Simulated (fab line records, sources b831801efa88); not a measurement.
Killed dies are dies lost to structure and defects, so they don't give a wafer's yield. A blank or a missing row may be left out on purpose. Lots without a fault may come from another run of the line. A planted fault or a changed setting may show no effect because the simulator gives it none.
Which tool did it? | flow sky130 | 9 lots, 26 wafers sampled, at 5 steps of a route of 708

WHAT THE GAUGES READ, wafer by wafer
SKY_CAP2M_THK_MEAS_04: measures by xrf.
lot  | measured     | on            | CAP2M_TIN_THK (nm)
L129 | day 40 04:34 | film_metro-04 | 199.1 202.7 200.2
L132 | day 41 19:04 | film_metro-01 | 196.3 199.1 196.6
L133 | day 41 23:27 | film_metro-04 | 194.2 191.6 192.9
L135 | day 42 04:37 | film_metro-04 | 193.0 192.1 192.8
L140 | day 43 23:59 | film_metro-01 | 197.8 195.9
L141 | day 44 06:55 | film_metro-02 | 196.6 201.8 196.2
L145 | day 44 23:20 | film_metro-01 | 215.3 196.6 214.7
L149 | day 46 04:26 | film_metro-04 | 201.0 195.5 199.6
L148 | day 46 04:50 | film_metro-02 | 199.3 197.2 196.8

WHICH TOOL RAN EACH LOT (tool, then ch and the chambers of the sampled wafers, then the start)
lot  | SKY_VIA3_ETCH_14                   | SKY_VIA3_STRIP_16                    | SKY_METAL4_SPUTTER_02        | SKY_CAP2M_SPUTTER_02
L129 | rie_diel-03 ch 0,1,3, day 40 02:38 | plasma_asher-03 ch 0, day 40 02:44   | pvd_sputter-03, day 40 04:07 | pvd_sputter-02, day 40 04:19
L132 | rie_diel-01 ch 1,3, day 41 17:14   | plasma_asher-04 ch 0,1, day 41 17:20 | pvd_sputter-02, day 41 18:39 | pvd_sputter-04, day 41 18:50
L133 | rie_diel-03 ch 1,2, day 41 21:37   | plasma_asher-04 ch 0, day 41 21:43   | pvd_sputter-01, day 41 23:01 | pvd_sputter-04, day 41 23:13
L135 | rie_diel-03 ch 0,1,2, day 42 02:47 | plasma_asher-03 ch 0,1, day 42 02:55 | pvd_sputter-03, day 42 04:11 | pvd_sputter-02, day 42 04:22
L140 | rie_diel-01 ch 0,1, day 43 21:53   | plasma_asher-02 ch 0, day 43 21:59   | pvd_sputter-01, day 43 23:34 | pvd_sputter-02, day 43 23:45
L141 | rie_diel-01 ch 1,2,3, day 44 04:11 | plasma_asher-04 ch 0,1, day 44 04:17 | pvd_sputter-01, day 44 06:29 | pvd_sputter-04, day 44 06:41
L145 | rie_diel-03 ch 0,1, day 44 21:31   | plasma_asher-04 ch 0,1, day 44 21:37 | pvd_sputter-01, day 44 22:55 | pvd_sputter-02, day 44 23:06
L149 | rie_diel-01 ch 2,3, day 46 02:32   | plasma_asher-02 ch 0,1, day 46 02:40 | pvd_sputter-01, day 46 03:59 | pvd_sputter-04, day 46 04:11
L148 | rie_diel-02 ch 1,2,3, day 46 02:52 | plasma_asher-04 ch 0,1, day 46 02:59 | pvd_sputter-02, day 46 04:24 | pvd_sputter-04, day 46 04:35
- SKY_VIA3_ETCH_14: etches BARC in N2/H2, stops on SiO2, time 45.9 s, target depth 60 nm.
- SKY_VIA3_STRIP_16: strips in O2/N2.
- SKY_METAL4_SPUTTER_02: material AlCu, target thk 735 nm, time 39.1 s.
- SKY_CAP2M_SPUTTER_02: material TiN, target thk 200 nm, time 166.7 s.

THE ANSWER, worked out from the rows above alone
Rule: what is usual is taken from the lots themselves. Put in order of their means at a reading, lots are off if they are a third of the lots or fewer, leave a main group of 4 or more, and stand apart from it by a gap of 3 or more times the standard deviation of the main group's means; of several such gaps the widest counts. A main group whose means are all the same, to the digits that the tables above print for the reading, isn't used. A lot without any number at a reading at which 4 lots or more have one is off too. The other lots that the step has rows for count as sound.
Off: L145, at SKY_CAP2M_THK_MEAS_04 (CAP2M_TIN_THK). The main group: mean 196.9 nm, standard deviation 2.6.
A tool fits if, at a process step before that reading, it ran every lot that is off, and no sound lot after the first of them. The gauges at SKY_CAP2M_THK_MEAS_04 are tried like those tools. Can't be told from this: 3 tools fit, rie_diel-03 at SKY_VIA3_ETCH_14, pvd_sputter-02 at SKY_CAP2M_SPUTTER_02, film_metro-01 at SKY_CAP2M_THK_MEAS_04.

WHAT THE SIMULATOR HAD PUT IN
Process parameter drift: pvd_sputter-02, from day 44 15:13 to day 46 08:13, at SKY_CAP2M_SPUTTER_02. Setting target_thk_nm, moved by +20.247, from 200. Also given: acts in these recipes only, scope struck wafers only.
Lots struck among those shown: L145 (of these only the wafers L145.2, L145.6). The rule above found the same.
